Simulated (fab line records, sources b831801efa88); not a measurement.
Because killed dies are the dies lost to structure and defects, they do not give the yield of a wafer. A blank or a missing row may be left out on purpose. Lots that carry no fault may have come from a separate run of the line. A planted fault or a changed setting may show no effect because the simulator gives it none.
fab line records + flow sky130
record
- lots=6
- wafers=18
- lastDay=50
route steps=708 shown FIELD_ISO@1 PAD_OPEN@708
lots with no fault: from the same line, run without faults
startH: the number of hours between the record's first day and the start of the first shown wafer of the lot + waitH: time in hours since the lot's previous step + " the same as in the row above + L1.1+2: a single row standing in for several wafers + - no value, or no start was given + * or withheld: withheld + < > ~ a bound
route shown NAME@n: NAME is a module with steps in the file, n the number in the route of the first one + usual: mean/standard deviation of fault-free wafers + same: alike in all rows + chamber/n: place in a boat + sites: readings site by site + _std_site: their standard deviation + _edge_site: mean of outer sites minus mean of inner sites + radiusMm: how far each site lies from the wafer's centre + mask NAME#n: copy n + behind: the most recent tool/chamber to have shaped the wafer + hold: why the lot went on hold/how many hours it stayed there/how the hold came to an end + device: the transistor (n, p or np) that didn't switch + end of line: tests run on the same wafers once the route is complete + for a step that has no rows: nothing shown but its recipe + killed: the dies lost at the first sort to structure and to defects; this is not the yield of the wafer + map: shows each die of a wafer: x if killed, . if not, _ if none is there
set.NAME: the setting as run; set.NAME@STEP: as run at that earlier step + model.NAME: the simulator's own value behind a step, which no gauge read
lots at selected steps of the route; one table per step, one row per wafer
## steps
# step SKY_FIELD_ISO_BOW_MEAS_00
# recipe
- mode=bow
# usual
- INCOMING_BOW=0/6.4
| lot.wafer | tool         | chamber | startH | waitH | INCOMING_BOW[um] |
|-----------|--------------|---------|--------|-------|------------------|
| L539.2    | filmMetro-02 | -       | 25.02  | -     | -11              |
| L539.3    | "            | -       | "      | "     | -1               |
| L539.5    | "            | -       | "      | "     | 3                |
| L546.1    | filmMetro-03 | -       | 60.00  | -     | 4                |
| L546.3    | "            | -       | "      | "     | 3                |
| L546.5    | "            | -       | "      | "     | -3               |
| L548.1    | filmMetro-03 | -       | 70.00  | -     | -5               |
| L548.4    | "            | -       | "      | "     | 2                |
| L548.5    | "            | -       | "      | "     | -2               |
| L554.3    | filmMetro-04 | -       | 100.04 | -     | 7                |
| L554.4    | "            | -       | "      | "     | 8                |
| L554.5    | "            | -       | "      | "     | 5                |
| L555.1    | filmMetro-03 | -       | 105.00 | -     | -12              |
| L555.5    | "            | -       | "      | "     | -3               |
| L555.6    | "            | -       | "      | "     | 1                |
| L556.2    | filmMetro-03 | -       | 110.02 | -     | 3                |
| L556.4    | "            | -       | "      | "     | -13              |
| L556.5    | "            | -       | "      | "     | 1                |
# step SKY_FIELD_ISO_OXIDATION_01
# recipe
- tempC=900
- ambient=O2
- stabiliseS=600
- purgeS=300
- targetThkA=120
- oxTimeS=1843
# step SKY_FIELD_ISO_THK_MEAS_02
# recipe
- reads=SiO2_of_FIELD_ISO_OXIDATION_01
# usual
- FIELD_ISO_OXIDATION_00_THK=12.09/0.25
| lot.wafer | tool         | chamber | startH | waitH | FIELD_ISO_OXIDATION_00_THK[nm] |
|-----------|--------------|---------|--------|-------|--------------------------------|
| L539.2    | filmMetro-04 | -       | 26.64  | 0.0   | 12.17                          |
| L539.3    | "            | -       | "      | "     | 12.08                          |
| L539.5    | "            | -       | "      | "     | 12.03                          |
| L546.1    | filmMetro-04 | -       | 62.33  | 0.0   | 12.52                          |
| L546.3    | "            | -       | "      | "     | 12.60                          |
| L546.5    | "            | -       | "      | "     | 12.54                          |
| L548.1    | filmMetro-02 | -       | 71.63  | 0.0   | 12.01                          |
| L548.4    | "            | -       | "      | "     | 11.88                          |
| L548.5    | "            | -       | "      | "     | 12.09                          |
| L554.3    | filmMetro-03 | -       | 101.66 | 0.0   | 12.12                          |
| L554.4    | "            | -       | "      | "     | 12.21                          |
| L554.5    | "            | -       | "      | "     | 12.31                          |
| L555.1    | filmMetro-02 | -       | 106.63 | 0.0   | 12.04                          |
| L555.5    | "            | -       | "      | "     | 12.27                          |
| L555.6    | "            | -       | "      | "     | 12.18                          |
| L556.2    | filmMetro-03 | -       | 112.58 | 0.0   | 12.25                          |
| L556.4    | "            | -       | "      | "     | 12.05                          |
| L556.5    | "            | -       | "      | "     | 12.26                          |
# step SKY_FIELD_ISO_CVD_03
# recipe
- material=Si3N4
- precursor=DCS/NH3
- targetThkNm=165
- tempC=770
- timeS=2830
- pressureMtorr=250
# step SKY_FIELD_ISO_THK_MEAS_04
# recipe
- reads=Si3N4_of_FIELD_ISO_CVD_03
# usual
- FIELD_ISO_CVD_03_THK=164.5/1.5
| lot.wafer | tool         | chamber | startH | waitH | FIELD_ISO_CVD_03_THK[nm] |
|-----------|--------------|---------|--------|-------|--------------------------|
| L539.2    | filmMetro-03 | -       | 28.49  | 0.0   | 164.9                    |
| L539.3    | "            | -       | "      | "     | 165.1                    |
| L539.5    | "            | -       | "      | "     | 165.1                    |
| L546.1    | filmMetro-04 | -       | 64.18  | 0.0   | 167.3                    |
| L546.3    | "            | -       | "      | "     | 168.8                    |
| L546.5    | "            | -       | "      | "     | 168.9                    |
| L548.1    | filmMetro-04 | -       | 74.98  | 0.0   | 163.2                    |
| L548.4    | "            | -       | "      | "     | 163.1                    |
| L548.5    | "            | -       | "      | "     | 164.6                    |
| L554.3    | filmMetro-04 | -       | 103.67 | 0.0   | 163.8                    |
| L554.4    | "            | -       | "      | "     | 162.6                    |
| L554.5    | "            | -       | "      | "     | 163.3                    |
| L555.1    | filmMetro-03 | -       | 108.48 | 0.0   | 161.2                    |
| L555.5    | "            | -       | "      | "     | 161.7                    |
| L555.6    | "            | -       | "      | "     | 161.0                    |
| L556.2    | filmMetro-02 | -       | 114.43 | 0.0   | 164.0                    |
| L556.4    | "            | -       | "      | "     | 165.1                    |
| L556.5    | "            | -       | "      | "     | 165.8                    |
# step SKY_FIELD_ISO_DEHYDRATE_05
# recipe
- tempC=200
- timeS=60
# step SKY_FIELD_ISO_HMDS_06
# recipe
- primeTimeS=60
- primeTempC=120
# step SKY_FIELD_ISO_COAT_07
# recipe
- resist=BARC
- tempC=withheld
- timeS=withheld
- spinRpm=3000
- resistThkNm=60
# step SKY_FIELD_ISO_COAT_08
# recipe
- resist=KrF-thick
- spinRpm=3000
- resistThkNm=450
# step SKY_FIELD_ISO_SOFTBAKE_09
# recipe
- tempC=100
- timeS=90
- resist=KrF-thick
# step SKY_FIELD_ISO_EXPOSE_10
# recipe
- maskId=FOM
- na=0.68
- sourceShape=annular
- sigmaInner=0.4
- sigmaOuter=0.8
- targetCdNm=150
- doseMj=28
# step SKY_FIELD_ISO_PEB_11
# recipe
- pebTempC=withheld
- pebTimeS=withheld
- resist=KrF-thick
# step SKY_FIELD_ISO_DEVELOP_12
# recipe
- developTimeS=60
- resist=KrF-thick
- devTempC=21
# usual
- developerTempC=21.01/0.098
| lot.wafer | tool          | chamber | startH | waitH | developerTempC |
|-----------|---------------|---------|--------|-------|----------------|
| L539.2    | lithoTrack-04 | 0       | 43     | -     | 21.17          |
| L539.3    | "             | 0       | "      | "     | 21.08          |
| L539.5    | "             | 0       | "      | "     | 21.08          |
| L546.1    | lithoTrack-04 | 0       | 80     | -     | 20.94          |
| L546.3    | "             | 0       | "      | "     | 20.89          |
| L546.5    | "             | 0       | "      | "     | 21.09          |
| L548.1    | lithoTrack-03 | 0       | 92     | -     | 20.99          |
| L548.4    | "             | 0       | "      | "     | 20.89          |
| L548.5    | "             | 0       | "      | "     | 20.86          |
| L554.3    | lithoTrack-01 | 0       | 121    | -     | 21.03          |
| L554.4    | "             | 0       | 122    | -     | 21.18          |
| L554.5    | "             | 0       | "      | "     | 21.08          |
| L555.1    | lithoTrack-03 | 0       | 126    | -     | 20.16          |
| L555.5    | "             | 0       | "      | "     | 20.09          |
| L555.6    | "             | 0       | "      | "     | 20.10          |
| L556.2    | lithoTrack-03 | 0       | 132    | -     | 19.94          |
| L556.4    | "             | 0       | 133    | -     | 19.87          |
| L556.5    | "             | 0       | "      | "     | 20.10          |
# step SKY_FIELD_ISO_CD_MEAS_13
# recipe
- targetCdNm=150
# usual
- cdNm=150.1/1.6
| lot.wafer | tool     | chamber | startH | waitH | cdNm  |
|-----------|----------|---------|--------|-------|-------|
| L539.2    | cdSem-01 | -       | 43.94  | -     | 149.6 |
| L539.3    | "        | -       | "      | "     | 149.7 |
| L539.5    | "        | -       | "      | "     | 150.9 |
| L546.1    | cdSem-01 | -       | 80.42  | -     | 151.6 |
| L546.3    | "        | -       | "      | "     | 151.5 |
| L546.5    | "        | -       | "      | "     | 150.9 |
| L548.1    | cdSem-02 | -       | 92.36  | -     | 150.5 |
| L548.4    | "        | -       | "      | "     | 150.9 |
| L548.5    | "        | -       | "      | "     | 151.2 |
| L554.3    | cdSem-01 | -       | 122.12 | -     | 148.2 |
| L554.4    | "        | -       | "      | "     | 148.4 |
| L554.5    | "        | -       | "      | "     | 148.9 |
| L555.1    | cdSem-01 | -       | 126.46 | -     | 152.1 |
| L555.5    | "        | -       | "      | "     | 150.6 |
| L555.6    | "        | -       | "      | "     | 149.8 |
| L556.2    | cdSem-01 | -       | 133.13 | -     | 153.5 |
| L556.4    | "        | -       | "      | "     | 152.6 |
| L556.5    | "        | -       | "      | "     | 151.9 |
# step SKY_PAD_OPEN_PROBE_99
# usual
- killed_at_M0_to_M3=43/7.2
- killed_at_M4_up=3.0/1.7
- killedAtContacts=24/5.3
- killedAtFrontEnd=15/4.6
- killedAtOther=0.3/0.5
- killedDies=85/10
- killedOpen=46/7.2
- killedShort=39/6.4
# same
- grossDies=492
- killedAtBackSide=0
| lot.wafer | tool      | chamber | startH  | waitH | killed_at_M0_to_M3 | killed_at_M4_up | killedAtContacts | killedAtFrontEnd | killedAtOther | killedDies | killedOpen | killedShort |
|-----------|-----------|---------|---------|-------|--------------------|-----------------|------------------|------------------|---------------|------------|------------|-------------|
| L539.2    | prober-01 | -       | 1096.91 | 0.1   | 41                 | 1               | 27               | 18               | 0             | 87         | 45         | 42          |
| L539.3    | prober-01 | -       | 1096.96 | 0.2   | 50                 | 4               | 28               | 12               | 0             | 94         | 48         | 46          |
| L539.5    | prober-01 | -       | 1097.06 | 0.2   | 35                 | 5               | 25               | 9                | 1             | 75         | 31         | 44          |
| L546.1    | prober-02 | -       | 1139.85 | 0.1   | 31                 | 3               | 24               | 14               | 2             | 74         | 41         | 33          |
| L546.3    | prober-02 | -       | 1139.95 | 0.2   | 41                 | 4               | 15               | 17               | 0             | 77         | 41         | 36          |
| L546.5    | prober-02 | -       | 1140.05 | 0.2   | 37                 | 1               | 23               | 16               | 0             | 77         | 50         | 27          |
| L548.1    | prober-02 | -       | 1147.21 | 0.1   | 38                 | 1               | 27               | 15               | 0             | 81         | 43         | 38          |
| L548.4    | prober-02 | -       | 1147.36 | 0.2   | 42                 | 5               | 30               | 11               | 0             | 88         | 57         | 31          |
| L548.5    | prober-02 | -       | 1147.41 | 0.2   | 47                 | 1               | 33               | 17               | 1             | 99         | 55         | 44          |
| L554.3    | prober-02 | -       | 1179.33 | 0.2   | 48                 | 3               | 26               | 13               | 0             | 90         | 43         | 47          |
| L554.4    | prober-02 | -       | 1179.38 | 0.2   | 53                 | 5               | 32               | 12               | 0             | 102        | 55         | 47          |
| L554.5    | prober-02 | -       | 1179.43 | 0.2   | 40                 | 6               | 28               | 10               | 0             | 84         | 46         | 38          |
| L555.1    | prober-01 | -       | 1183.50 | 0.1   | 42                 | 4               | 18               | 13               | 0             | 77         | 42         | 35          |
| L555.5    | prober-01 | -       | 1183.70 | 0.2   | 45                 | 3               | 21               | 9                | 0             | 78         | 42         | 36          |
| L555.6    | prober-01 | -       | 1183.75 | 0.2   | 39                 | 1               | 32               | 15               | 0             | 87         | 47         | 40          |
| L556.2    | prober-02 | -       | 1188.35 | 0.1   | 40                 | 2               | 20               | 16               | 0             | 78         | 48         | 30          |
| L556.4    | prober-02 | -       | 1188.45 | 0.2   | 53                 | 2               | 21               | 9                | 0             | 85         | 47         | 38          |
| L556.5    | prober-02 | -       | 1188.50 | 0.2   | 51                 | 1               | 23               | 18               | 0             | 93         | 54         | 39          |
# killed by level:class
L539.2 LI_CONTACT:geometricParticle:open=13 VIA1:geometricParticle:open=10 VIA1:geometricParticle:short=8 FIELD_ISO:geometricParticle:short=7 METAL1:geometricParticle:short=7 CONTACT:geometricParticle:open=7 CONTACT:geometricParticle:short=4 VIA2:geometricParticle:open=4
L539.3 VIA1:geometricParticle:open=11 LI_CONTACT:geometricParticle:open=8 CONTACT:geometricParticle:open=7 METAL2:geometricParticle:short=7 VIA2:geometricParticle:open=7 VIA1:geometricParticle:short=6 LI_CONTACT:geometricParticle:short=5 VIA2:geometricParticle:short=4
L539.5 METAL1:geometricParticle:short=10 CONTACT:geometricParticle:open=9 VIA1:geometricParticle:open=7 CONTACT:geometricParticle:short=6 LOCAL_INTERCONNECT:geometricParticle:short=5 METAL4:geometricParticle:short=5 VIA3:geometricParticle:short=4 VIA2:geometricParticle:open=4
L546.1 CONTACT:geometricParticle:open=8 LI_CONTACT:geometricParticle:open=7 VIA1:geometricParticle:open=7 VIA3:geometricParticle:open=5 VIA3:geometricParticle:short=5 FIELD_ISO:geometricParticle:open=3 METAL1:geometricParticle:short=3 POLY_GATE:geometricParticle:short=3
L546.3 VIA1:geometricParticle:open=9 VIA2:geometricParticle:open=8 CONTACT:geometricParticle:open=6 VIA1:geometricParticle:short=5 LI_CONTACT:geometricParticle:open=5 METAL3:geometricParticle:short=5 FIELD_ISO:geometricParticle:short=4 FIELD_ISO:geometricParticle:open=4
L546.5 CONTACT:geometricParticle:open=13 VIA1:geometricParticle:open=7 VIA2:geometricParticle:open=7 POLY_GATE:geometricParticle:open=5 VIA3:geometricParticle:open=5 VIA3:geometricParticle:short=5 FIELD_ISO:geometricParticle:open=4 POLY_GATE:geometricParticle:short=4
L548.1 CONTACT:geometricParticle:open=15 METAL1:geometricParticle:short=8 VIA1:geometricParticle:open=7 POLY_GATE:geometricParticle:short=6 VIA3:geometricParticle:open=5 CONTACT:geometricParticle:short=5 METAL2:geometricParticle:open=4 VIA2:geometricParticle:short=4
L548.4 CONTACT:geometricParticle:open=14 VIA1:geometricParticle:open=12 LI_CONTACT:geometricParticle:open=8 VIA3:geometricParticle:open=8 VIA1:geometricParticle:short=6 POLY_GATE:geometricParticle:open=4 VIA2:geometricParticle:open=4 METAL2:geometricParticle:short=4
L548.5 CONTACT:geometricParticle:open=13 VIA1:geometricParticle:open=10 CONTACT:geometricParticle:short=8 VIA2:geometricParticle:open=7 LI_CONTACT:geometricParticle:open=6 VIA2:geometricParticle:short=6 LOCAL_INTERCONNECT:geometricParticle:short=5 FIELD_ISO:geometricParticle:open=4
L554.3 CONTACT:geometricParticle:open=12 VIA1:geometricParticle:open=11 FIELD_ISO:geometricParticle:short=7 CONTACT:geometricParticle:short=7 METAL3:geometricParticle:short=7 VIA2:geometricParticle:open=6 METAL2:geometricParticle:short=6 VIA3:geometricParticle:open=6
L554.4 METAL2:geometricParticle:short=12 LI_CONTACT:geometricParticle:open=11 VIA1:geometricParticle:open=11 VIA2:geometricParticle:open=7 CONTACT:geometricParticle:short=7 CONTACT:geometricParticle:open=7 VIA3:geometricParticle:open=7 VIA1:geometricParticle:short=5
L554.5 VIA1:geometricParticle:open=11 LI_CONTACT:geometricParticle:open=9 LOCAL_INTERCONNECT:geometricParticle:short=8 CONTACT:geometricParticle:open=8 VIA3:geometricParticle:open=7 METAL2:geometricParticle:short=5 METAL1:geometricParticle:short=5 VIA3:geometricParticle:short=4
L555.1 VIA1:geometricParticle:open=10 VIA3:geometricParticle:open=8 VIA2:geometricParticle:open=6 FIELD_ISO:geometricParticle:open=5 CONTACT:geometricParticle:open=5 LOCAL_INTERCONNECT:geometricParticle:short=4 LI_CONTACT:geometricParticle:open=4 METAL3:geometricParticle:short=4
L555.5 VIA1:geometricParticle:open=9 METAL2:geometricParticle:short=7 CONTACT:geometricParticle:open=6 VIA3:geometricParticle:open=6 LI_CONTACT:geometricParticle:open=5 METAL1:geometricParticle:short=5 VIA2:geometricParticle:short=5 FIELD_ISO:geometricParticle:open=4
L555.6 VIA1:geometricParticle:open=12 LI_CONTACT:geometricParticle:open=10 CONTACT:geometricParticle:open=9 VIA1:geometricParticle:short=6 FIELD_ISO:geometricParticle:short=6 VIA2:geometricParticle:open=6 LOCAL_INTERCONNECT:geometricParticle:short=5 LI_CONTACT:geometricParticle:short=4
L556.2 VIA1:geometricParticle:open=10 CONTACT:geometricParticle:open=8 VIA3:geometricParticle:open=8 FIELD_ISO:geometricParticle:open=7 VIA1:geometricParticle:short=5 FIELD_ISO:geometricParticle:short=4 LI_CONTACT:geometricParticle:open=4 METAL2:geometricParticle:open=4
L556.4 VIA1:geometricParticle:open=10 CONTACT:geometricParticle:open=7 METAL2:geometricParticle:short=7 LI_CONTACT:geometricParticle:open=6 VIA3:geometricParticle:open=6 METAL1:geometricParticle:open=5 VIA1:geometricParticle:short=5 LI_CONTACT:geometricParticle:short=4
L556.5 VIA1:geometricParticle:open=15 CONTACT:geometricParticle:open=9 VIA3:geometricParticle:open=7 VIA1:geometricParticle:short=6 CONTACT:geometricParticle:short=6 METAL1:geometricParticle:short=6 FIELD_ISO:geometricParticle:open=5 POLY_GATE:geometricParticle:short=5
## key
firstSign
- step=SKY_FIELD_ISO_DEVELOP_12
- reading=developerTempC
- direction=down
- sigmas=9.8
- usual=*
- struck=*
effect none on later readings
metAt SKY_FIELD_ISO_DEVELOP_12
struckWafers L555.1,L555.5,L555.6,L556.2,L556.4,L556.5
testerLeftOut L555,L556
onsetBetween 92 126
fault
- kind=processParameterDrift
- tool=lithoTrack-03
- chamber=-
- onsetH=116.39
- steps=SKY_FIELD_ISO_DEVELOP_12
- channel=devTempC
- offset=*
- shape=step
- endH=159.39
- actsIn=*
- stated=*
# testerLeftOut: of these lots the tester's yield and bins aren't shown, on N5 and GAA mostly nor the transistor test; their killed dies are dies lost to structure and defects alone, not to doping, threshold or leakage, so they don't give the yield
